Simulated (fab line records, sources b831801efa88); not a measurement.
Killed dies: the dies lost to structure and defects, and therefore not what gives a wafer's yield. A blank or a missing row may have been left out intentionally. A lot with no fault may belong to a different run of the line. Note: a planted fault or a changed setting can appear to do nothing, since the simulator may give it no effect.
fab line records	flow sky130
record lots=5	wafers=23
route steps=708 shown FIELD_ISO@2 NWELL@33 PWDE@53 VT_ADJUST_HVTP@89 VT_ADJUST_LVTN@99
startH: hours from the record's opening day to when the first of the lot's shown wafers began	waitH: time in hours since the lot's previous step	" the same as in the row above	L1.1+2: a single row standing in for several wafers	- no value present, or no start provided	* or withheld: withheld	< > ~ a bound
route shown NAME@n: NAME is a module with steps in the file, n the number in the route of the first one	usual: mean/standard deviation taken from wafers without a fault	same: alike in all rows	chamber/n: place in a boat	sites: the reading at each site	_std_site: how widely they spread, as a standard deviation	_edge_site: outer sites' mean less inner sites'	radiusMm: how far each site lies from the wafer's centre	mask NAME#n: copy n	behind: the most recent tool/chamber to have shaped the wafer	hold: the reason the lot was held/the length of the hold in hours/how it ended	device: the transistor (n, p or np) that didn't switch	end of line: tests of these same wafers at the route's end	for a step that has no rows: nothing shown but its recipe	killed: count of dies lost to structure and defects at first sort (not the wafer's yield)	map: a wafer's dies, x killed, . not, _ none there
set.NAME: the run value of the setting; set.NAME@STEP: its run value at that earlier step	model.NAME: the simulator's own value behind a step, which no gauge read
lots run with intentionally changed settings; tables by step, rows by wafer
## steps
# step SKY_FIELD_ISO_OXIDATION_01
# recipe tempC=900	ambient=O2	stabiliseS=600	purgeS=300	targetThkA=120	oxTimeS=1843
lot.wafer	tool	chamber	startH	waitH	set.tempC	model.SiO2_of_FIELD_ISO_OXIDATION_01.thkNm
L074.1	-	-	-	9.2	914.5	13.76
L074.2	"	-	"	"	914.5	13.82
L074.4	"	-	"	"	914.5	13.81
L074.5	"	-	"	"	914.5	13.72
L074.6	"	-	"	"	914.5	13.89
L078.1	-	-	-	6.3	900	11.37
L078.2	"	-	"	"	900	11.64
L078.3	"	-	"	"	900	11.55
L078.5	"	-	"	"	900	11.42
L078.6	"	-	"	"	900	11.5
L080.1	furnace-01	0	44.45	4.4	900	11.43
L080.3	"	0	"	"	900	11.66
L080.6	"	0	"	"	900	11.33
L082.1+3	-	-	-	1.4	907.1	12.68
L082.4	"	-	"	"	907.1	12.86
L082.5	"	-	"	"	907.1	12.65
L082.6	"	-	"	"	907.1	12.75
L085.1+4	-	-	-	1.9	911.4	13.01
L085.2+5	"	-	"	"	911.4	12.98
L085.6	"	-	"	"	911.4	12.97
# step SKY_FIELD_ISO_THK_MEAS_02
# recipe reads=SiO2_of_FIELD_ISO_OXIDATION_01
# usual FIELD_ISO_OXIDATION_00_THK=11.65/0.18
lot.wafer	tool	chamber	startH	waitH	set.tempC@FIELD_ISO_OXIDATION_01	FIELD_ISO_OXIDATION_00_THK[nm]
L074.1	filmMetro-04	-	-	-	914.5	13.77
L074.2	"	-	"	"	914.5	13.82
L074.4	"	-	"	"	914.5	13.81
L074.5	"	-	"	"	914.5	13.74
L074.6	"	-	"	"	914.5	13.90
L078.1	filmMetro-03	-	-	-	900	11.38
L078.2	"	-	"	"	900	11.68
L078.3	"	-	"	"	900	11.58
L078.5	"	-	"	"	900	11.41
L078.6	"	-	"	"	900	11.49
L080.1	filmMetro-03	-	45.96	0.0	900	11.48
L080.3	"	-	"	"	900	11.62
L080.6	"	-	"	"	900	11.31
L082.1	filmMetro-04	-	-	-	907.1	12.70
L082.3	"	-	"	"	907.1	12.71
L082.4	"	-	"	"	907.1	12.86
L082.5	"	-	"	"	907.1	12.63
L082.6	"	-	"	"	907.1	12.73
L085.1	filmMetro-03	-	-	-	911.4	13.02
L085.2	"	-	"	"	911.4	13.02
L085.4	"	-	"	"	911.4	13.00
L085.5	"	-	"	"	911.4	12.93
L085.6	"	-	"	"	911.4	12.95
# step SKY_FIELD_ISO_EXPOSE_10
# recipe maskId=FOM	na=0.68	sourceShape=annular	sigmaInner=0.4	sigmaOuter=0.8	targetCdNm=150	doseMj=28
lot.wafer	tool	chamber	startH	waitH	mask	set.doseMj
L074.1+5	krfScanner-01	0	-	-	FOM#0	28
L074.2+4+6	"	0	"	"	FOM#0	29.62
L078.1+2+5	krfScanner-01	0	-	-	FOM#0	28
L078.3+6	"	0	"	"	FOM#0	26.75
L080.1+3+6	krfScanner-01	0	-	-	FOM#0	28
L082.1+5+6	krfScanner-01	0	-	-	FOM#0	26.6
L082.3+4	"	0	"	"	FOM#0	28
L085.1+5+6	krfScanner-01	0	-	-	FOM#0	28.79
L085.2+4	"	0	"	"	FOM#0	28
# step SKY_FIELD_ISO_PEB_11
# recipe pebTempC=withheld	pebTimeS=withheld	resist=KrF-thick
# step SKY_FIELD_ISO_DEVELOP_12
# recipe developTimeS=60	resist=KrF-thick	devTempC=21.68
lot.wafer	tool	chamber	startH	waitH	set.doseMj@FIELD_ISO_EXPOSE_10	model.FIELD_ISO.cdNm
L074.1	lithoTrack-01	0	-	-	28	148.5
L074.2	"	0	"	"	29.62	137.4
L074.4	"	0	"	"	29.62	137.1
L074.5	"	0	"	"	28	148
L074.6	"	0	"	"	29.62	137.5
L078.1	lithoTrack-04	0	-	-	28	151.4
L078.2	"	0	"	"	28	150.9
L078.3	"	0	"	"	26.75	160
L078.5	"	0	"	"	28	149.8
L078.6	"	0	"	"	26.75	159.7
L080.1	lithoTrack-03	0	-	-	28	147.5
L080.3	"	0	"	"	28	147.2
L080.6	"	0	"	"	28	149.1
L082.1	lithoTrack-04	0	-	-	26.6	158.2
L082.3	"	0	"	"	28	150.8
L082.4	"	0	"	"	28	148.4
L082.5	"	0	"	"	26.6	158.5
L082.6	"	0	"	"	26.6	159.8
L085.1	lithoTrack-04	0	-	-	28.79	145.9
L085.2	"	0	"	"	28	151.6
L085.4	"	0	"	"	28	152.1
L085.5	"	0	"	"	28.79	144.4
L085.6	"	0	"	"	28.79	144.7
# step SKY_FIELD_ISO_CD_MEAS_13
# recipe targetCdNm=150
# usual cdNm=150.0/1.6
lot.wafer	tool	chamber	startH	waitH	set.doseMj@FIELD_ISO_EXPOSE_10	cdNm
L074.1	cdSem-02	-	36.89	-	28	148.1
L074.2	"	-	"	"	29.62	137.3
L074.4	"	-	"	"	29.62	137.3
L074.5	"	-	"	"	28	147.9
L074.6	"	-	"	"	29.62	137.5
L078.1	cdSem-02	-	55.96	-	28	151.5
L078.2	"	-	"	"	28	150.8
L078.3	"	-	"	"	26.75	160.1
L078.5	"	-	"	"	28	149.7
L078.6	"	-	"	"	26.75	159.7
L080.1	cdSem-02	-	63.08	-	28	147.8
L080.3	"	-	"	"	28	147.2
L080.6	"	-	"	"	28	148.8
L082.1	cdSem-01	-	71.01	-	26.6	158.1
L082.3	"	-	"	"	28	151.0
L082.4	"	-	"	"	28	148.4
L082.5	"	-	"	"	26.6	158.7
L082.6	"	-	"	"	26.6	159.7
L085.1	cdSem-01	-	86.11	-	28.79	145.8
L085.2	"	-	"	"	28	151.7
L085.4	"	-	"	"	28	152.2
L085.5	"	-	"	"	28.79	144.5
L085.6	"	-	"	"	28.79	144.8
# step SKY_FIELD_ISO_ETCH_17
# recipe targetDepthA=3420	maskMaterial=Si3N4	chemistry=HBr/Cl2/O2	target=Si	taperDeg=5	icpW=600	biasW=150	pressureMtorr=15	HBr_flow_sccm=150	Cl2_flow_sccm=40	O2_flow_sccm=6	timeS=97.7
lot.wafer	tool	chamber	startH	waitH	set.icpW	model.FIELD_ISO.featureDepthNm
L074.1	rieSi-02	1	37.21	0.1	547.4	323.3
L074.2	"	3	"	"	547.4	327.9
L074.4	"	0	"	"	600	346.3
L074.5	"	3	"	"	547.4	328.1
L074.6	"	2	"	"	600	339.6
L078.1	rieSi-02	1	56.28	0.1	600	337.2
L078.2	"	2	"	"	600	336.8
L078.3	"	3	"	"	600	347.8
L078.5	"	1	"	"	600	336.9
L078.6	"	2	"	"	600	338.3
L080.1	rieSi-01	0	63.40	0.1	600	345.5
L080.3	"	1	"	"	600	353.8
L080.6	"	3	"	"	600	352.1
L082.1	rieSi-02	0	71.33	0.1	600	339.5
L082.3	"	2	"	"	567.2	324
L082.4	"	3	"	"	600	337.6
L082.5	"	1	"	"	600	332.8
L082.6	"	0	"	"	567.2	331.7
L085.1	rieSi-01	3	86.43	0.1	640.3	360.4
L085.2	"	1	"	"	640.3	363
L085.4	"	2	"	"	600	348.1
L085.5	"	2	"	"	600	347
L085.6	"	1	"	"	640.3	361.5
# step SKY_FIELD_ISO_OXIDATION_22
# recipe tempC=950	ambient=O2	stabiliseS=600	purgeS=300	targetThkA=100	oxTimeS=623
lot.wafer	tool	chamber	startH	waitH	set.oxTimeS	model.SiO2_of_FIELD_ISO_OXIDATION_22.thkNm
L074.1	-	-	-	4.2	623	9.913
L074.2	"	-	"	"	623	9.87
L074.4	"	-	"	"	623	9.702
L074.5	"	-	"	"	623	9.658
L074.6	"	-	"	"	623	9.618
L078.1	-	-	-	4.8	709.3	10.68
L078.2	"	-	"	"	709.3	10.48
L078.3	"	-	"	"	709.3	10.69
L078.5	"	-	"	"	709.3	10.66
L078.6	"	-	"	"	709.3	10.6
L080.1	furnace-02	0	66.62	2.9	623	10.3
L080.3	"	0	"	"	623	10.19
L080.6	"	0	"	"	623	10.33
L082.1	-	-	-	0.3	698.2	10.47
L082.3	"	-	"	"	698.2	10.54
L082.4+6	"	-	"	"	698.2	10.58
L082.5	"	-	"	"	698.2	10.44
L085.1+4	-	-	-	0.0	623	10.01
L085.2	"	-	"	"	623	9.936
L085.5	"	-	"	"	623	9.818
L085.6	"	-	"	"	623	10.1
# step SKY_NWELL_OXIDATION_01
# recipe tempC=900	ambient=O2	stabiliseS=600	purgeS=300	targetThkA=100	oxTimeS=1418
lot.wafer	tool	chamber	startH	waitH	set.tempC	model.SiO2_of_NWELL_OXIDATION_01.thkNm
L074.1	-	-	-	7.0	916.1	11.9
L074.2	"	-	"	"	916.1	11.96
L074.4	"	-	"	"	916.1	11.98
L074.5	"	-	"	"	916.1	11.94
L074.6	"	-	"	"	916.1	12.03
L078.1	-	-	-	3.0	918.6	12.21
L078.2	"	-	"	"	918.6	12.33
L078.3	"	-	"	"	918.6	12.36
L078.5	"	-	"	"	918.6	12.22
L078.6	"	-	"	"	918.6	12.14
L080.1	furnace-02	0	74.81	1.2	900	10.11
L080.3	"	0	"	"	900	10.15
L080.6	"	0	"	"	900	10.12
L082.1	-	-	-	0.9	900	10.05
L082.3	"	-	"	"	900	10.07
L082.4	"	-	"	"	900	9.884
L082.5	"	-	"	"	900	9.934
L082.6	"	-	"	"	900	10.04
L085.1	-	-	-	2.5	900	9.844
L085.2	"	-	"	"	900	9.817
L085.4	"	-	"	"	900	9.858
L085.5	"	-	"	"	900	9.764
L085.6	"	-	"	"	900	9.716
# step SKY_NWELL_THK_MEAS_02
# recipe reads=SiO2_of_NWELL_OXIDATION_01
# usual NWELL_OXIDATION_THK=10.03/0.14
lot.wafer	tool	chamber	startH	waitH	set.tempC@NWELL_OXIDATION_01	NWELL_OXIDATION_THK[nm]
L074.1	filmMetro-01	-	-	-	916.1	11.92
L074.2	"	-	"	"	916.1	11.98
L074.4	"	-	"	"	916.1	12.00
L074.5	"	-	"	"	916.1	11.99
L074.6	"	-	"	"	916.1	11.98
L078.1	filmMetro-02	-	-	-	918.6	12.22
L078.2	"	-	"	"	918.6	12.33
L078.3	"	-	"	"	918.6	12.37
L078.5	"	-	"	"	918.6	12.24
L078.6	"	-	"	"	918.6	12.15
L080.1	filmMetro-01	-	76.20	0.0	900	10.11
L080.3	"	-	"	"	900	10.19
L080.6	"	-	"	"	900	10.13
L082.1	filmMetro-01	-	-	-	900	10.05
L082.3	"	-	"	"	900	10.08
L082.4	"	-	"	"	900	9.87
L082.5	"	-	"	"	900	9.85
L082.6	"	-	"	"	900	10.05
L085.1	filmMetro-02	-	-	-	900	9.85
L085.2	"	-	"	"	900	9.82
L085.4	"	-	"	"	900	9.95
L085.5	"	-	"	"	900	9.76
L085.6	"	-	"	"	900	9.67
# step SKY_PWDE_IMPLANT_08
# recipe species=B	energyKev=150	doseCm2=3.6e+12	tiltDeg=withheld
lot.wafer	tool	chamber	startH	waitH	set.energyKev	model.implant.rpNm	model.implant.drpNm
L074.1+5+6	implanter-04	0	90.03	0.0	144.5	419.2	96.6
L074.2+4	"	0	"	"	150	431.7	97.97
L078.1+3+6	implanter-04	0	105.18	0.0	154.9	439.2	99.28
L078.2+5	"	0	"	"	150	428.1	97.97
L080.1+3+6	implanter-04	0	110.07	0.0	150	425.4	97.97
L082.1+4+6	implanter-04	0	113.67	0.0	154	451.1	99.04
L082.3+5	"	0	"	"	150	441.8	97.97
L085.1+2+4+5+6	implanter-04	0	133.68	0.0	150	452	97.97
# step SKY_NWELL_IMPLANT_11
# recipe species=P	energyKev=400	doseCm2=1.9e+13	tiltDeg=withheld
lot.wafer	tool	chamber	startH	waitH	set.energyKev	model.implant.rpNm	model.implant.drpNm
L074.1+2+6	implanter-02	0	107.29	0.0	392.5	497.8	115.8
L074.4+5	"	0	"	"	400	506.3	116.9
L078.1+2+3+5+6	implanter-01	0	124.49	0.0	400	491.5	116.9
L080.1+3+6	implanter-04	0	128.92	0.0	400	518	116.9
L082.1+5+6	implanter-04	0	132.52	0.0	400	499.9	116.9
L082.3+4	"	0	"	"	390.4	489.1	115.4
L085.1+2	implanter-01	0	152.69	0.0	400	491.3	116.9
L085.4+5+6	"	0	"	"	419.3	512.6	119.7
# step SKY_NWELL_IMPLANT_24
# recipe species=B	energyKev=140	doseCm2=9.2e+12	tiltDeg=withheld
lot.wafer	tool	chamber	startH	waitH	set.doseCm2
L074.1+2+5	implanter-02	0	126.37	0.0	8.796e+12
L074.4+6	"	0	"	"	9.2e+12
L078.1+6	implanter-01	0	143.44	0.0	8.848e+12
L078.2+3+5	"	0	"	"	9.2e+12
L080.1+3+6	implanter-04	0	148.57	0.0	9.2e+12
L082.1+3+6	implanter-01	0	151.62	0.0	9.456e+12
L082.4+5	"	0	"	"	9.2e+12
L085.1+5+6	implanter-01	0	172.76	0.0	9.603e+12
L085.2+4	"	0	"	"	9.2e+12
# step SKY_NWELL_STRIP_25
# recipe chemistry=O2/N2	powerW=1400	pressureMtorr=1500	platenTempC=withheld	o2FlowSccm=3000	n2FlowSccm=300	overashFraction=0.5
# step SKY_NWELL_CLEAN_27
# recipe chemistry=SC1/SC2	mix=1:4:20	tempC=70	timeS=150	dry=n2Spin
# step SKY_NWELL_RTA_28
# recipe tempC=1050	timeS=30	idleTempC=650	rampUpCPerS=150	rampDownCPerS=90	ambient=N2
# step SKY_NWELL_RS_MEAS_29
# recipe thkMeasGauge=four-point-probe
# usual NWELL_RS=624.9/1.4
lot.wafer	tool	chamber	startH	waitH	set.energyKev@NWELL_IMPLANT_11	NWELL_RS[ohm/sq]
L074.1	filmMetro-01	-	126.88	0.1	392.5	628.1
L074.2	"	-	"	"	392.5	629.3
L074.4	"	-	"	"	400	624.8
L074.5	"	-	"	"	400	626.3
L074.6	"	-	"	"	392.5	628.5
L078.1	filmMetro-01	-	143.96	0.1	400	624.4
L078.2	"	-	"	"	400	624.6
L078.3	"	-	"	"	400	621.6
L078.5	"	-	"	"	400	624.4
L078.6	"	-	"	"	400	623.3
L080.1	filmMetro-02	-	149.03	0.1	400	625.3
L080.3	"	-	"	"	400	624.7
L080.6	"	-	"	"	400	623.4
L082.1	filmMetro-04	-	152.09	0.1	400	625.0
L082.3	"	-	"	"	390.4	629.2
L082.4	"	-	"	"	390.4	630.9
L082.5	"	-	"	"	400	623.6
L082.6	"	-	"	"	400	626.0
L085.1	filmMetro-04	-	173.23	0.1	400	626.8
L085.2	"	-	"	"	400	626.4
L085.4	"	-	"	"	419.3	621.3
L085.5	"	-	"	"	419.3	621.8
L085.6	"	-	"	"	419.3	621.0
# step SKY_VT_ADJUST_HVTP_EXPOSE_04
# recipe maskId=HVTPM	na=0.6	sourceShape=conventional	sigmaOuter=0.6	polarization=unpolarized	targetCdNm=380	doseMj=140
lot.wafer	tool	chamber	startH	waitH	mask	set.doseMj
L074.1+5	ilineStepper-01	0	-	-	HVTPM#0	146.2
L074.2+4+6	"	0	"	"	HVTPM#0	140
L078.1+3+5	ilineStepper-01	0	-	-	HVTPM#0	149.6
L078.2+6	"	0	"	"	HVTPM#0	140
L080.1+3+6	ilineStepper-02	0	-	-	HVTPM#0	140
L082.1+3+4	ilineStepper-02	0	-	-	HVTPM#0	140
L082.5+6	"	0	"	"	HVTPM#0	144.8
L085.1+2+6	ilineStepper-01	0	-	-	HVTPM#0	140
L085.4+5	"	0	"	"	HVTPM#0	150.3
# step SKY_VT_ADJUST_HVTP_PEB_05
# recipe tempC=withheld	timeS=*	resist=NOVOLAK
# step SKY_VT_ADJUST_HVTP_DEVELOP_06
# recipe resist=NOVOLAK	developer=TMAH	developTimeS=60	devTempC=23.76
lot.wafer	tool	chamber	startH	waitH	set.doseMj@VT_ADJUST_HVTP_EXPOSE_04	model.VT_ADJUST_HVTP.cdNm
L074.1	lithoTrack-03	0	145.98	0.1	146.2	389.8
L074.2	"	0	"	"	140	379.2
L074.4	"	0	"	"	140	379.8
L074.5	"	0	"	"	146.2	391.3
L074.6	"	0	"	"	140	380.3
L078.1	lithoTrack-04	0	162.76	0.1	149.6	394.4
L078.2+6	"	0	"	"	140	378.2
L078.3	"	0	"	"	149.6	399.2
L078.5	"	0	"	"	149.6	394.6
L080.1	lithoTrack-04	0	168.26	0.1	140	381.1
L080.3	"	0	"	"	140	380.8
L080.6	"	0	"	"	140	379
L082.1	lithoTrack-04	0	171.26	0.1	140	380.5
L082.3	"	0	"	"	140	381.8
L082.4	"	0	"	"	140	380.1
L082.5	"	0	"	"	144.8	389.9
L082.6	"	0	"	"	144.8	391.6
L085.1	lithoTrack-03	0	194.28	0.1	140	383.4
L085.2	"	0	"	"	140	380.8
L085.4	"	0	"	"	150.3	403.3
L085.5	"	0	"	"	150.3	404.2
L085.6	"	0	"	"	140	382.1
# step SKY_VT_ADJUST_HVTP_CD_MEAS_07
# recipe targetCdNm=380
# usual cdNm=379.4/2.2
lot.wafer	tool	chamber	startH	waitH	set.doseMj@VT_ADJUST_HVTP_EXPOSE_04	cdNm
L074.1	cdSem-02	-	146.13	0.1	146.2	389.4
L074.2	"	-	"	"	140	378.9
L074.4	"	-	"	"	140	379.5
L074.5	"	-	"	"	146.2	391.1
L074.6	"	-	"	"	140	380.1
L078.1	cdSem-01	-	162.91	0.1	149.6	394.8
L078.2	"	-	"	"	140	378.0
L078.3	"	-	"	"	149.6	399.4
L078.5	"	-	"	"	149.6	394.8
L078.6	"	-	"	"	140	378.2
L080.1	cdSem-02	-	168.41	0.1	140	381.3
L080.3	"	-	"	"	140	380.6
L080.6	"	-	"	"	140	378.9
L082.1	cdSem-02	-	171.41	0.1	140	380.1
L082.3	"	-	"	"	140	381.8
L082.4	"	-	"	"	140	380.1
L082.5	"	-	"	"	144.8	390.0
L082.6	"	-	"	"	144.8	391.5
L085.1	cdSem-02	-	194.43	0.1	140	383.2
L085.2	"	-	"	"	140	380.8
L085.4	"	-	"	"	150.3	403.2
L085.5	"	-	"	"	150.3	404.2
L085.6	"	-	"	"	140	382.0
# step SKY_VT_ADJUST_LVTN_COAT_02
# recipe spinRpm=2000	resistThkNm=3000
lot.wafer	tool	chamber	startH	waitH	set.resistThkNm	model.coat_of_VT_ADJUST_LVTN_COAT_02.thkNm
L074.1	lithoTrack-01	0	155.64	0.1	3000	2996
L074.2	"	0	"	"	3086	3081
L074.4	"	0	"	"	3000	2998
L074.5	"	0	"	"	3086	3083
L074.6	"	0	"	"	3000	3005
L078.1	lithoTrack-04	0	172.36	0.1	2924	2926
L078.2+3	"	0	"	"	2924	2930
L078.5	"	0	"	"	3000	2996
L078.6	"	0	"	"	3000	3001
L080.1	lithoTrack-02	0	178.33	0.1	3000	3002
L080.3	"	0	"	"	3000	2998
L080.6	"	0	"	"	3000	2993
L082.1	lithoTrack-01	0	182.49	0.1	3000	3003
L082.3	"	0	"	"	3000	3007
L082.4	"	0	"	"	3152	3156
L082.5	"	0	"	"	3000	3001
L082.6	"	0	"	"	3152	3168
L085.1	lithoTrack-02	0	205.18	0.1	3000	3005
L085.2	"	0	"	"	3000	3004
L085.4	"	0	"	"	3000	3009
L085.5	"	0	"	"	2838	2846
L085.6	"	0	"	"	2838	2850
# step SKY_VT_ADJUST_LVTN_DEVELOP_06
# recipe wallAngleDeg=90	developer=TMAH	developTimeS=60	devTempC=23
lot.wafer	tool	chamber	startH	waitH	set.devTempC
L074.1+4+5	lithoTrack-01	0	-	-	23.94
L074.2+6	"	0	"	"	23
L078.1+5	lithoTrack-04	0	-	-	21.99
L078.2+3+6	"	0	"	"	23
L080.1+3+6	lithoTrack-04	0	-	-	23
L082.1+4+5	lithoTrack-04	0	-	-	20.31
L082.3+6	"	0	"	"	23
L085.1+6	lithoTrack-04	0	-	-	26.04
L085.2+4+5	"	0	"	"	23
# step SKY_VT_ADJUST_LVTN_IMPLANT_08
# recipe species=B	energyKev=30	doseCm2=1.598e+12	tiltDeg=withheld
# step SKY_VT_ADJUST_LVTN_STRIP_09
# recipe chemistry=O2/N2	powerW=1400	pressureMtorr=1500	platenTempC=withheld	o2FlowSccm=3000	n2FlowSccm=300	overashFraction=0.5
# usual stripTimeToEndpointS=36.92/0.092
lot.wafer	tool	chamber	startH	waitH	set.resistThkNm@VT_ADJUST_LVTN_COAT_02	stripTimeToEndpointS
L074.1	plasmaAsher-03	1	165.87	0.1	3000	36.88
L074.2	"	0	"	"	3086	37.84
L074.4	"	1	"	"	3000	36.88
L074.5	"	0	"	"	3086	37.86
L074.6	"	1	"	"	3000	36.98
L078.1	plasmaAsher-02	1	183.14	0.1	2924	36.07
L078.2	"	0	"	"	2924	36.12
L078.3	"	1	"	"	2924	36.14
L078.5	"	1	"	"	3000	36.86
L078.6	"	0	"	"	3000	36.92
L080.1	plasmaAsher-03	0	189.04	0.1	3000	36.95
L080.3	"	1	"	"	3000	36.90
L080.6	"	0	"	"	3000	36.83
L082.1	plasmaAsher-02	1	193.19	0.1	3000	36.94
L082.3	"	0	"	"	3000	37.00
L082.4	"	1	"	"	3152	38.67
L082.5	"	0	"	"	3000	36.92
L082.6	"	1	"	"	3152	38.81
L085.1	plasmaAsher-01	1	216.59	0.1	3000	36.98
L085.2	"	0	"	"	3000	36.97
L085.4	"	0	"	"	3000	37.03
L085.5	"	1	"	"	2838	35.18
L085.6	"	0	"	"	2838	35.23
## key
split step=SKY_FIELD_ISO_OXIDATION_01	setting=tempC	stated=900	by=lot
response step=SKY_FIELD_ISO_OXIDATION_01	reading=model.SiO2_of_FIELD_ISO_OXIDATION_01.thkNm	change=+1.36	per=1%	r=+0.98
response step=SKY_FIELD_ISO_THK_MEAS_02	reading=FIELD_ISO_OXIDATION_00_THK	change=+1.35	per=1%	r=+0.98
split step=SKY_FIELD_ISO_EXPOSE_10	setting=doseMj	stated=28	by=wafer
response step=SKY_FIELD_ISO_DEVELOP_12	reading=model.FIELD_ISO.cdNm	change=-1.96	per=1%	r=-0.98
response step=SKY_FIELD_ISO_CD_MEAS_13	reading=cdNm	change=-1.95	per=1%	r=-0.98
split step=SKY_FIELD_ISO_ETCH_17	setting=icpW	stated=600	by=wafer
response step=SKY_FIELD_ISO_ETCH_17	reading=model.FIELD_ISO.featureDepthNm	change=+1.9	per=1%	r=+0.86
split step=SKY_FIELD_ISO_OXIDATION_22	setting=oxTimeS	stated=623	by=lot
response step=SKY_FIELD_ISO_OXIDATION_22	reading=model.SiO2_of_FIELD_ISO_OXIDATION_22.thkNm	change=+0.0475	per=1%	r=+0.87
split step=SKY_NWELL_OXIDATION_01	setting=tempC	stated=900	by=lot
response step=SKY_NWELL_OXIDATION_01	reading=model.SiO2_of_NWELL_OXIDATION_01.thkNm	change=+1.12	per=1%	r=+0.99
response step=SKY_NWELL_THK_MEAS_02	reading=NWELL_OXIDATION_THK	change=+1.12	per=1%	r=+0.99
split step=SKY_PWDE_IMPLANT_08	setting=energyKev	stated=150	by=wafer
response step=SKY_PWDE_IMPLANT_08	reading=model.implant.rpNm	change=+3.4	per=1%	r=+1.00
response step=SKY_PWDE_IMPLANT_08	reading=model.implant.drpNm	change=+0.39	per=1%	r=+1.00
split step=SKY_NWELL_IMPLANT_11	setting=energyKev	stated=400	by=wafer
response step=SKY_NWELL_IMPLANT_11	reading=model.implant.rpNm	change=+4.45	per=1%	r=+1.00
response step=SKY_NWELL_IMPLANT_11	reading=model.implant.drpNm	change=+0.593	per=1%	r=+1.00
response step=SKY_NWELL_RS_MEAS_29	reading=NWELL_RS	change=-1.34	per=1%	r=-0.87
split step=SKY_NWELL_IMPLANT_24	setting=doseCm2	stated=9.2e+12	by=wafer
response none clear
split step=SKY_VT_ADJUST_HVTP_EXPOSE_04	setting=doseMj	stated=140	by=wafer
response step=SKY_VT_ADJUST_HVTP_DEVELOP_06	reading=model.VT_ADJUST_HVTP.cdNm	change=+2.75	per=1%	r=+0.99
response step=SKY_VT_ADJUST_HVTP_CD_MEAS_07	reading=cdNm	change=+2.77	per=1%	r=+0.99
split step=SKY_VT_ADJUST_LVTN_COAT_02	setting=resistThkNm	stated=3000	by=wafer
response step=SKY_VT_ADJUST_LVTN_COAT_02	reading=model.coat_of_VT_ADJUST_LVTN_COAT_02.thkNm	change=+29.8	per=1%	r=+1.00
response step=SKY_VT_ADJUST_LVTN_STRIP_09	reading=stripTimeToEndpointS	change=*	per=1%	r=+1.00
split step=SKY_VT_ADJUST_LVTN_DEVELOP_06	setting=devTempC	stated=23	by=wafer
response none clear
